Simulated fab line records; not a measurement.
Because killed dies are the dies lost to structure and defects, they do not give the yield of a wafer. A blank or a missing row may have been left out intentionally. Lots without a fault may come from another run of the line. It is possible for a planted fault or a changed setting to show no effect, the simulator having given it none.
Comparing a struck lot with a sound one ; flow gf180mcu ; 14 out of 602 route steps
Sound: the wafers L415.1, L415.4, L415.5. Wafers struck: L411.1, L411.5, L411.6. The cause is named last.
At each step with rows: each side's tool, then ch and its chambers, then its first start. Under that, the readings that differ: sound wafers ; struck wafers ; difference of the means ; sigmas: that difference in standard deviations of wafers without a fault.
alike: readings with means less than 2 such deviations apart, plus words and numbers identical on both sides. not compared: withheld readings, readings lacking a value on some wafer, bounds such as >300 that could conceal the same value, and numbers that have no deviation in the record and whose values overlap.
A row with sigmas, a row that says differs or no value, or rows on one side alone: a step with any of these is where the two part. Numbers that have no deviation but don't overlap get no sigmas and don't part them. Lack of a reading on every wafer of one side parts them only where that side has two or more wafers.

first, 2 steps without rows for these wafers: GF_VT_IMPLANT_PEB_27; GF_VT_IMPLANT_DEVELOP_28 (develop time 60 s).
GF_VT_IMPLANT_OVL_MEAS_29:
  sound on overlay-01 at day 11 10:55; struck on overlay-01 at day 10 10:12
  alike: VT_IMPLANT_02_OVL
following that, these wafers have no rows for 1 step: GF_VT_IMPLANT_IMPLANT_30.
GF_VT_IMPLANT_STRIP_31: strips in O2/N2.
  sound on plasmaAsher-04 ch 0,1, day 11 11:05; struck on plasmaAsher-04 ch 0,1, day 10 10:23
  alike: chamberPressureMTorr, drypumpMotorCurrentA, heaterPowerW, oesProductAu, stripTimeToEndpointS
  not compared: rfHoursCounterH
GF_VT_IMPLANT_TW_MEAS_32:
  sound on filmMetro-04 at day 11 11:11; struck on filmMetro-03 at day 10 10:29
  alike: VT_IMPLANT_3_TW
then, 6 steps without rows for these wafers: GF_VT_IMPLANT_DEHYDRATE_33 (time 60 s); GF_VT_IMPLANT_HMDS_34 (prime time 60 s); GF_VT_IMPLANT_COAT_35 (resist thk 1000 nm); GF_VT_IMPLANT_SOFTBAKE_36 (time 60 s); GF_VT_IMPLANT_EXPOSE_37 (exposes mask Nwell HV AREA, target cd 860 nm); GF_VT_IMPLANT_PEB_38.
GF_VT_IMPLANT_DEVELOP_39: develop time 60 s.
  struck on lithoTrack-01, day 11 04:28; sound on lithoTrack-03 ch 0, day 12 05:25
  no value came back on the struck wafers for chillPlateTempC (C), developTimeS (s); on the sound wafers chillPlateTempC (C) reads 22.88 22.98 23.03
GF_VT_IMPLANT_OVL_MEAS_40:
  sound on overlay-02 at day 12 05:34; struck on overlay-02 at day 11 04:37
reading;sound;struck;difference;sigmas
VT_IMPLANT_03_OVL (nm);0.7 1.4 1.2;- - -;no value on the struck wafers;

== WHERE THEY PART ==
Earliest at GF_VT_IMPLANT_DEVELOP_39; latest, in this record, at GF_VT_IMPLANT_OVL_MEAS_40.

WHY: what the simulator had put in
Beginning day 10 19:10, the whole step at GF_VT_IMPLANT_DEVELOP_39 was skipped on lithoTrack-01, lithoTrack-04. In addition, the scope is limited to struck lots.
